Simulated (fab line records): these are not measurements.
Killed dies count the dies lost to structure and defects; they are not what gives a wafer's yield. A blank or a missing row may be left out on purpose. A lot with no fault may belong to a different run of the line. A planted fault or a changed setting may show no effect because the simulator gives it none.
Which of the tools did it? | flow gf180mcu | Sampling: 12 lots, 36 wafers, 6 of 602 route steps

WHAT THE GAUGES SHOWED, per wafer
GF_STI_BOW_MEAS_00.
lot  | measured    | on            | INCOMING_BOW (um)
L247 | day 1 15:00 | film metro-04 | -4 -3 4
L248 | day 1 20:00 | film metro-01 | 5 6 -8
L250 | day 2 06:00 | film metro-03 | -3 7 -6
L251 | day 2 11:01 | film metro-04 | -1 -10 9
L255 | day 3 07:01 | film metro-01 | 3 -5 -1
L258 | day 3 22:00 | film metro-04 | -2 -5 -2
L259 | day 4 03:00 | film metro-01 | 10 -8 9
L260 | day 4 08:00 | film metro-01 | 7 3 -5
L261 | day 4 13:00 | film metro-04 | 4 4 -5
L262 | day 4 18:00 | film metro-04 | 0 5 -4
L264 | day 5 04:00 | film metro-03 | 4 -1 10
L267 | day 5 19:00 | film metro-01 | 3 13 -12

GF_MVSD_OVL_MEAS_07.
lot  | measured    | on         | MVSD_OVL (nm)
L247 | day 4 15:22 | overlay-01 | 0.7 0.5 2.2
L248 | day 4 20:43 | overlay-01 | 0.3 0.2 -1.0
L250 | day 5 07:33 | overlay-02 | 0.9 2.3 1.0
L251 | day 5 15:25 | overlay-01 | 2.1 1.3 1.2
L255 | day 6 16:03 | overlay-01 | 0.2 -0.5 -1.2
L258 | day 7 18:25 | overlay-02 | -0.3 0.4 -
L259 | day 7 18:30 | overlay-01 | 0.0 -0.6 1.0
L260 | day 7 22:09 | overlay-02 | 1.8 2.3 2.1
L261 | day 8 02:18 | overlay-02 | 0.5 0.3 -1.2
L262 | day 8 13:15 | overlay-01 | -2.3 -2.3 -0.9
L264 | day 8 20:48 | overlay-02 | -0.4 0.6 2.8
L267 | day 9 10:54 | overlay-01 | 0.5 -0.8 -1.6

GF_MVSD_TW_MEAS_11.
lot  | measured    | on            | MVSD_TW
L247 | day 4 15:49 | film metro-02 | 1586 1590 1584
L248 | day 4 21:10 | film metro-04 | 1566 1568 1573
L250 | day 5 07:59 | film metro-04 | 1565 1558 1572
L251 | day 5 15:51 | film metro-04 | 1564 1570 1571
L255 | day 6 16:29 | film metro-02 | 1581 1586 1582
L258 | day 7 18:52 | film metro-04 | 1560 1561 1493
L259 | day 7 18:56 | film metro-02 | 1578 1582 1580
L260 | day 7 22:35 | film metro-01 | 1587 1591 1584
L261 | day 8 02:44 | film metro-01 | 1595 1593 1597
L262 | day 8 13:41 | film metro-04 | 1587 1579 1576
L264 | day 8 21:14 | film metro-04 | 1576 1585 1566
L267 | day 9 11:20 | film metro-02 | 1580 1581 1580

WHAT TOOL EACH LOT RAN ON (gives the tool, then ch and the chambers of the sampled wafers, and finally the start)
lot  | GF_NWELL_STRIP_10                   | GF_LVPWELL_STRIP_10                 | GF_MVSD_DEVELOP_06
L247 | plasma asher-02 ch 0,1, day 3 12:13 | plasma asher-01 ch 0,1, day 4 01:53 | litho track-03 ch 0, day 4 15:00
L248 | plasma asher-04 ch 0,1, day 3 18:08 | plasma asher-02 ch 0,1, day 4 07:49 | litho track-03 ch 0, day 4 20:00
L250 | plasma asher-01 ch 0,1, day 4 04:43 | plasma asher-01 ch 0,1, day 4 18:16 | litho track-01 ch 0, day 5 07:00
L251 | plasma asher-01 ch 0,1, day 4 12:31 | plasma asher-02 ch 0,1, day 5 01:32 | litho track-04 ch 0, day 5 15:00
L255 | plasma asher-04 ch 0,1, day 5 10:19 | plasma asher-03 ch 0,1, day 6 01:04 | litho track-01 ch 0, day 6 15:00
L258 | plasma asher-01 ch 0,1, day 6 11:07 | plasma asher-02 ch 0,1, day 7 02:16 | litho track-03 ch 0, day 7 18:00
L259 | plasma asher-04 ch 0,1, day 6 11:28 | plasma asher-03 ch 1, day 7 02:41   | litho track-04 ch 0, day 7 18:00
L260 | plasma asher-01 ch 0,1, day 6 15:08 | plasma asher-01 ch 0,1, day 7 06:44 | litho track-04 ch 0, day 7 22:00
L261 | plasma asher-04 ch 0,1, day 6 19:17 | plasma asher-01 ch 0,1, day 7 10:37 | litho track-01 ch 0, day 8 02:00
L262 | plasma asher-02 ch 0,1, day 7 05:49 | plasma asher-03 ch 0,1, day 7 20:50 | litho track-01 ch 0, day 8 13:00
L264 | plasma asher-04 ch 0,1, day 7 12:38 | plasma asher-03 ch 0,1, day 8 04:55 | litho track-04 ch 0, day 8 20:00
L267 | plasma asher-02 ch 0,1, day 8 02:40 | plasma asher-01 ch 0,1, day 8 18:34 | litho track-01 ch 0, day 9 10:00
- GF_NWELL_STRIP_10: strips in O2/N2.
- GF_LVPWELL_STRIP_10: strips in O2/N2.
- GF_MVSD_DEVELOP_06: develop time 60 s.

AS READ BY THE TOOLS THEMSELVES (means over the sampled wafers that have a number; for cases with no such wafer, the mark the record gives instead)
GF_NWELL_STRIP_10.
lot  | tool            | drypump motor current A (A) | heater power w (W) | oes product au (a.u.) | strip time to endpoint s (s)
L247 | plasma asher-02 | 6.0                         | 307                | 0.721                 | 37.01
L248 | plasma asher-04 | 6.1                         | 280                | 0.724                 | 36.84
L250 | plasma asher-01 | 6.2                         | 310                | 0.719                 | 36.95
L251 | plasma asher-01 | 6.3                         | 315                | 0.722                 | 37.16
L255 | plasma asher-04 | 6.1                         | 271                | 0.720                 | 36.95
L258 | plasma asher-01 | 6.3                         | 315                | 0.716                 | 36.98
L259 | plasma asher-04 | 6.1                         | 270                | 0.724                 | 36.89
L260 | plasma asher-01 | 6.3                         | 313                | 0.725                 | 36.96
L261 | plasma asher-04 | 6.1                         | 272                | 0.724                 | 37.06
L262 | plasma asher-02 | 5.8                         | 326                | 0.726                 | 36.87
L264 | plasma asher-04 | 6.1                         | 276                | 0.728                 | 36.98
L267 | plasma asher-02 | 5.7                         | 323                | 0.724                 | 36.85

GF_LVPWELL_STRIP_10.
lot  | tool            | drypump motor current A (A) | heater power w (W) | oes product au (a.u.) | strip time to endpoint s (s)
L247 | plasma asher-01 | 6.18                        | 314                | 0.723                 | 36.95
L248 | plasma asher-02 | 6.00                        | 312                | 0.726                 | 36.91
L250 | plasma asher-01 | 6.21                        | 315                | 0.724                 | 36.84
L251 | plasma asher-02 | 6.01                        | 308                | 0.727                 | 36.84
L255 | plasma asher-03 | 6.12                        | 345                | 0.720                 | 37.00
L258 | plasma asher-02 | 5.73                        | 322                | 0.721                 | 36.78
L259 | plasma asher-03 | 6.12                        | 345                | 0.723                 | 36.99
L260 | plasma asher-01 | 6.23                        | 315                | 0.719                 | 37.05
L261 | plasma asher-01 | 6.34                        | 322                | 0.723                 | 37.03
L262 | plasma asher-03 | 6.16                        | 347                | 0.722                 | 37.06
L264 | plasma asher-03 | 6.13                        | 351                | 0.725                 | 36.92
L267 | plasma asher-01 | 6.20                        | 313                | 0.722                 | 36.79

THE ANSWER, worked out from the rows above alone
Rule: what is usual is taken from the lots themselves. Put in order of their means at a reading, lots are off if they are a third of the lots or fewer, leave a main group of 4 or more, and stand apart from it by a gap of 3 or more times the standard deviation of the main group's means; of several such gaps the widest counts. If all means in a main group match to the digits the tables above print for the reading, that group is not used. Also off: a lot with no number at a reading for which 4 or more lots have one. Where the step has rows for the other lots, those lots are counted as sound. After the gauges, taken in route order, come the tools' own readings; for these a lot's mean is taken, as printed above. At the first step where some lot is off, the reading lying furthest off is the one used; lots without a number count as furthest.
Off: at GF_MVSD_TW_MEAS_11 (MVSD_TW), L258. For the main group the mean is 1579 and the standard deviation 8.7.
If a tool, at a process step before that reading, ran all the lots that are off and no sound lot after the first of them, it fits. Those tools and the gauges at GF_MVSD_TW_MEAS_11 are tried in the same way. 2 tools fit, plasma asher-02 at GF_LVPWELL_STRIP_10 and litho track-03 at GF_MVSD_DEVELOP_06, so this cannot tell which one it is.

WHAT THE SIMULATOR HAD PUT IN
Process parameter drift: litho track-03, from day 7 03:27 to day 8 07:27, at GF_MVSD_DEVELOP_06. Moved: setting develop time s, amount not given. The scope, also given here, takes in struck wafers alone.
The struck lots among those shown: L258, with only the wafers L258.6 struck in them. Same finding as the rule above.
